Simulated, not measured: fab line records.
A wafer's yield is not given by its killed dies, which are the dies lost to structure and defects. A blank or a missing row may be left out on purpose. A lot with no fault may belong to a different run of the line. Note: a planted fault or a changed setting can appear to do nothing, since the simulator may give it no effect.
fab line records | flow sfq_line
record: lots: 15 wafers: 45 last_day: 92
route steps=325 shown I3@133 A5B@211 I6@273 I7@307
lots that met no fault: taken from a fault-free run of the same line
start_h: hours from the record's opening day to when the first of the lot's shown wafers began | wait_h: hours since the lot's step before | " same as the row above | L1.1+2: one row covering several wafers at once | - either no value or no given start | * or withheld: withheld | < > ~ a bound
route shown NAME@n: names a module that has steps shown in the file, with the first one's number in the route | usual: mean/standard deviation of fault-free wafers | same: alike in all rows | chamber/n: place in a boat | sites: per-site readings | _std_site: the standard deviation of these | _edge_site: mean of outer sites minus mean of inner sites | radius_mm: for every site, how far away it sits from the centre of the wafer | mask NAME#n: copy n | behind: the last tool/chamber to shape the wafer | hold: why the lot was held/for how many hours/how that ended | device: transistor that didn't switch, given as n, p or np | end of line: the route-end tests of the same wafers | where a step has no rows: the recipe by itself | killed: the dies lost at the first sort to structure and to defects; this is not the yield of the wafer | map: dies across one wafer; x = killed, . = not, _ = none there
set.NAME: the run value of the setting; set.NAME@STEP: its run value at that earlier step | model.NAME: the simulator's own value behind a step, which no gauge read
the route's steps for a sample of lots (tables are steps, rows are wafers)
services: from which hour (start_h, from the record's first day; less than 0 if before it) a tool's chamber was out of use, for how many hours, and why
== steps ==
step: SFQ_TRILAYER_I3_DEP_PECVD_081
recipe: material: SiO2 temp_c: 150 time_s: 111.11 pressure_torr: 2.4 rf_w: 183.3 precursor: SiH4/N2O target_thk_nm: 500
usual: heater_power_w: 85/17 throttle_valve_pct: 26.2/1.7
columns lot.wafer tool chamber start_h wait_h heater_power_w throttle_valve_pct
L597.1 pecvd-04 1 670.19 0.0 68 25.2
L597.3 " 0 " " 85 23.6
L597.5 " 1 " " 71 25.0
L598.3 pecvd-03 1 706.23 0.0 106 25.2
L598.4 " 0 " " 102 27.1
L598.6 " 1 " " 106 25.0
L599.2 pecvd-02 1 759.42 0.0 70 28.8
L599.3 " 2 " " 66 25.6
L599.4 " 1 " " 71 28.9
L600.1 pecvd-03 1 761.19 0.0 98 25.2
L600.3 " 0 " " 102 27.4
L600.4 " 0 " " 103 27.5
L601.2 pecvd-02 0 761.82 0.0 67 27.5
L601.3 " 2 " " 64 25.5
L601.4 " 0 " " 70 27.3
L602.2 pecvd-03 0 763.80 0.0 110 27.6
L602.3 " 2 " " 97 25.9
L602.4 " 0 " " 112 27.3
L603.4 pecvd-02 0 811.82 0.0 65 27.8
L603.5 " 2 " " 69 25.6
L603.6 " 1 " " 76 29.0
L608.2 pecvd-03 0 869.56 0.0 108 27.2
L608.3 " 1 " " 94 25.0
L608.5 " 1 " " 97 25.2
L609.3 pecvd-03 2 903.61 0.0 92 25.5
L609.4 " 1 " " 102 25.0
L609.6 " 0 " " 110 27.4
L610.2 pecvd-02 1 906.01 0.0 67 29.1
L610.3 " 0 " " 68 27.3
L610.5 " 1 " " 71 28.9
L613.1 pecvd-03 0 921.73 0.0 113 27.7
L613.4 " 1 " " 107 25.1
L613.6 " 2 " " 89 25.7
L614.2 pecvd-04 1 923.68 0.0 67 25.4
L614.5 " 0 " " 103 23.7
L614.6 " 1 " " 71 25.8
L615.3 pecvd-03 0 927.28 0.0 118 27.3
L615.4 " 1 " " 101 25.1
L615.6 " 0 " " 117 27.3
L617.2 pecvd-04 0 937.78 0.0 100 23.8
L617.3 " 1 " " 63 25.5
L617.5 " 1 " " 64 25.8
L618.2 pecvd-02 2 945.23 0.0 73 25.6
L618.4 " 1 " " 62 29.4
L618.6 " 2 " " 59 25.7
step: SFQ_TRILAYER_A5B_METRO_MEASURE_131
usual: thk_nm: 341/5
columns lot.wafer tool chamber start_h wait_h thk_nm
L597.1 film_metro-01 - 1330.59 2.0 340
L597.3 " - " " 336
L597.5 " - " " 329
L598.3 film_metro-04 - 1332.19 2.4 339
L598.4 " - " " 344
L598.6 " - " " 343
L599.2 film_metro-04 - 1339.63 1.2 343
L599.3 " - " " 348
L599.4 " - " " 353
L600.1 film_metro-04 - 1342.88 2.5 339
L600.3 " - " " 340
L600.4 " - " " 341
L601.2 film_metro-04 - 1345.52 1.2 344
L601.3 " - " " 344
L601.4 " - " " 336
L602.2 film_metro-04 - 1351.63 1.7 336
L602.3 " - " " 348
L602.4 " - " " 349
L603.4 film_metro-01 - 1356.65 2.6 349
L603.5 " - " " 340
L603.6 " - " " 344
L608.2 film_metro-01 - 1374.63 1.2 344
L608.3 " - " " 341
L608.5 " - " " 338
L609.3 film_metro-03 - 1403.54 1.4 339
L609.4 " - " " 335
L609.6 " - " " 348
L610.2 film_metro-01 - 1408.81 1.7 335
L610.3 " - " " 343
L610.5 " - " " 330
L613.1 film_metro-01 - 1424.21 2.5 344
L613.4 " - " " 351
L613.6 " - " " 347
L614.2 film_metro-03 - 1426.80 2.2 339
L614.5 " - " " 338
L614.6 " - " " 343
L615.3 film_metro-04 - 1427.61 2.4 340
L615.4 " - " " 339
L615.6 " - " " 335
L617.2 film_metro-01 - 1438.80 1.7 338
L617.3 " - " " 339
L617.5 " - " " 339
L618.2 film_metro-01 - 1441.80 2.2 345
L618.4 " - " " 343
L618.6 " - " " 340
step: SFQ_TRILAYER_I6_VIA_LITHO_EXPOSE_170
recipe: mask_id: I6 na: 0.6 source_shape: conventional sigma_outer: 0.65 target_cd_nm: 700 dose_mj: 21.3
usual: exposure_dose_mJ_cm2: 21.299/0.022 focus_offset_nm: 0.0/0.53
columns lot.wafer tool chamber start_h wait_h mask exposure_dose_mJ_cm2 focus_offset_nm
L597.1 krf_scanner-02 0 1852.26 - I6#0 21.284 -0.7
L597.3 " 0 " " I6#0 21.283 -0.1
L597.5 " 0 " " I6#0 21.288 -0.6
L598.3 krf_scanner-02 0 1855.06 - I6#0 21.304 0.2
L598.4 " 0 " " I6#0 21.280 0.5
L598.6 " 0 " " I6#0 21.300 0.5
L599.2 krf_scanner-02 0 1857.26 - I6#0 21.346 -0.1
L599.3 " 0 " " I6#0 21.320 0.3
L599.4 " 0 " " I6#0 21.317 0.6
L600.1 krf_scanner-02 0 1858.26 - I6#0 21.289 0.4
L600.3 " 0 " " I6#0 21.288 0.5
L600.4 " 0 " " I6#0 21.275 0.1
L601.2 krf_scanner-02 0 1859.66 - I6#0 21.283 0.5
L601.3 " 0 " " I6#0 21.270 0.6
L601.4 " 0 " " I6#0 21.314 0.3
L602.2 krf_scanner-02 0 1862.06 - I6#0 21.325 -1.1
L602.3 " 0 " " I6#0 21.288 -0.3
L602.4 " 0 " " I6#0 21.304 -0.3
L603.4 krf_scanner-01 0 1942.10 - I6#0 21.335 0.2
L603.5 " 0 " " I6#0 21.332 -0.6
L603.6 " 0 " " I6#0 21.333 -0.8
L608.2 krf_scanner-01 - 1959.70 - I6#0 - -
L608.3 " - " " I6#0 - -
L608.5 " - " " I6#0 - -
L609.3 krf_scanner-01 - 1967.10 - I6#0 - -
L609.4 " - " " I6#0 - -
L609.6 " - " " I6#0 - -
L610.2 krf_scanner-01 - 1971.70 - I6#0 - -
L610.3 " - " " I6#0 - -
L610.5 " - " " I6#0 - -
L613.1 krf_scanner-01 0 1994.30 - I6#0 21.329 0.6
L613.4 " 0 " " I6#0 21.316 0.1
L613.6 " 0 " " I6#0 21.285 -0.4
L614.2 krf_scanner-01 0 2000.50 - I6#0 21.303 -1.0
L614.5 " 0 " " I6#0 21.307 -0.2
L614.6 " 0 " " I6#0 21.288 -1.5
L615.3 krf_scanner-01 0 2003.10 - I6#0 21.252 -0.5
L615.4 " 0 " " I6#0 21.274 0.0
L615.6 " 0 " " I6#0 21.281 0.2
L617.2 krf_scanner-01 0 2012.50 - I6#0 21.350 0.0
L617.3 " 0 " " I6#0 21.307 0.0
L617.5 " 0 " " I6#0 21.305 0.2
L618.2 krf_scanner-01 0 2014.90 - I6#0 21.296 0.2
L618.4 " 0 " " I6#0 21.297 -0.4
L618.6 " 0 " " I6#0 21.284 -0.2
step: SFQ_TRILAYER_I7_VIA_BARC_OPEN_VIA_ETCH_260
recipe: mask_material: PR chemistry: O2 target_depth_nm: 125 target: BARC source_w: 500 bias_w: 80 pressure_mtorr: 30 time_s: 41.7
usual: drypump_motor_current_A: 5.9/0.59 oes_product_au: 0.684/0.0046
columns lot.wafer tool chamber start_h wait_h drypump_motor_current_A oes_product_au rf_hours_counter_h
L597.1 rie_diel-04 1 1951.88 0.0 6.4 0.688 2
L597.3 " 2 " " 6.3 0.684 12
L597.5 " 0 " " 5.2 0.679 -
L598.3 rie_diel-02 3 1954.88 0.0 5.6 0.680 6
L598.4 " 0 " " 5.0 0.689 7
L598.6 " 0 " " 5.0 0.683 -
L599.2 rie_diel-01 3 1957.92 0.0 6.4 0.687 6
L599.3 " 2 " " 5.0 0.688 17
L599.4 " 0 " " 6.0 0.676 17
L600.1 rie_diel-04 3 1959.90 0.0 5.8 0.684 19
L600.3 " 0 " " 5.2 0.689 13
L600.4 " 1 " " 6.4 0.684 2
L601.2 rie_diel-02 3 1962.90 0.0 5.5 0.677 7
L601.3 " 1 " " 5.8 0.681 13
L601.4 " 2 " " 6.7 0.688 2
L602.2 rie_diel-04 0 1965.90 0.0 5.2 0.689 13
L602.3 " 1 " " 6.4 0.679 2
L602.4 " 3 " " 5.7 0.684 19
L603.4 rie_diel-01 1 2056.73 0.0 6.7 0.695 13
L603.5 " 0 " " 6.0 0.681 -
L603.6 " 3 " " 6.5 0.678 -
L608.2 rie_diel-04 2 2068.59 0.0 6.2 0.693 14
L608.3 " 3 " " 5.8 0.683 21
L608.5 " 3 " " 5.7 0.685 -
L609.3 rie_diel-01 2 2074.33 0.0 4.9 0.684 18
L609.4 " 3 " " 6.4 0.691 7
L609.6 " 3 " " 6.5 0.682 -
L610.2 rie_diel-02 0 2077.93 0.0 5.0 0.690 9
L610.3 " 2 " " 6.7 0.679 4
L610.5 " 3 " " 5.6 0.682 -
L613.1 rie_diel-01 0 2092.35 0.0 6.1 0.684 19
L613.4 " 1 " " 6.6 0.687 13
L613.6 " 3 " " 6.4 0.685 -
L614.2 rie_diel-02 0 2095.93 0.0 5.0 0.678 9
L614.5 " 1 " " 5.8 0.684 -
L614.6 " 2 " " 6.7 0.680 -
L615.3 rie_diel-01 1 2098.93 0.0 6.6 0.681 13
L615.4 " 0 " " 6.0 0.685 19
L615.6 " 0 " " 6.0 0.677 -
L617.2 rie_diel-01 1 2114.96 0.0 6.7 0.693 13
L617.3 " 3 " " 6.4 0.692 8
L617.5 " 0 " " 6.0 0.685 -
L618.2 rie_diel-04 0 2116.16 0.0 5.2 0.684 15
L618.4 " 3 " " 5.8 0.683 21
L618.6 " 0 " " 5.2 0.675 -
== services ==
columns tool chamber start_h hours kind
krf_scanner-01 - 653.98 1.3 pm
krf_scanner-01 - 681.41 1.0 pm
krf_scanner-01 - 731.74 0.8 pm
krf_scanner-01 - 746.46 4.0 pm
krf_scanner-01 - 779.55 0.6 repair
krf_scanner-01 - 781.87 0.7 repair
krf_scanner-01 - 830.89 1.3 pm
krf_scanner-01 - 850.29 1.0 pm
krf_scanner-01 - 869.81 4.8 repair
krf_scanner-01 - 880.26 7.7 repair
krf_scanner-01 - 899.95 0.8 pm
krf_scanner-01 - 958.96 3.6 pm
krf_scanner-01 - 998.61 0.8 pm
krf_scanner-01 - 1006.69 1.3 pm
krf_scanner-01 - 1018.22 1.0 pm
krf_scanner-01 - 1024.56 4.4 pm
krf_scanner-01 - 1068.46 0.8 pm
krf_scanner-01 - 1096.31 1.0 pm
krf_scanner-01 - 1181.76 1.3 pm
krf_scanner-01 - 1187.22 1.0 pm
krf_scanner-01 - 1237.32 0.8 pm
krf_scanner-01 - 1315.31 0.7 repair
krf_scanner-01 - 1344.86 0.9 repair
krf_scanner-01 - 1356.22 1.0 pm
== key ==
first_sign: step: SFQ_TRILAYER_I6_VIA_LITHO_EXPOSE_170 reading: tool_record direction: missing
effect none on later readings
met_at SFQ_TRILAYER_I6_VIA_LITHO_EXPOSE_170
struck_lots L608,L609,L610
not_acting_at SFQ_TRILAYER_I3_DEP_PECVD_081,SFQ_TRILAYER_A5B_METRO_MEASURE_131,SFQ_TRILAYER_I7_VIA_BARC_OPEN_VIA_ETCH_260
onset_between 1942.10 1959.70
fault: kind: skipped_step_whole tool: krf_scanner-01 chamber: - onset_h: 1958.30 steps: SFQ_TRILAYER_I6_VIA_LITHO_EXPOSE_170 scope: struck_lots_only
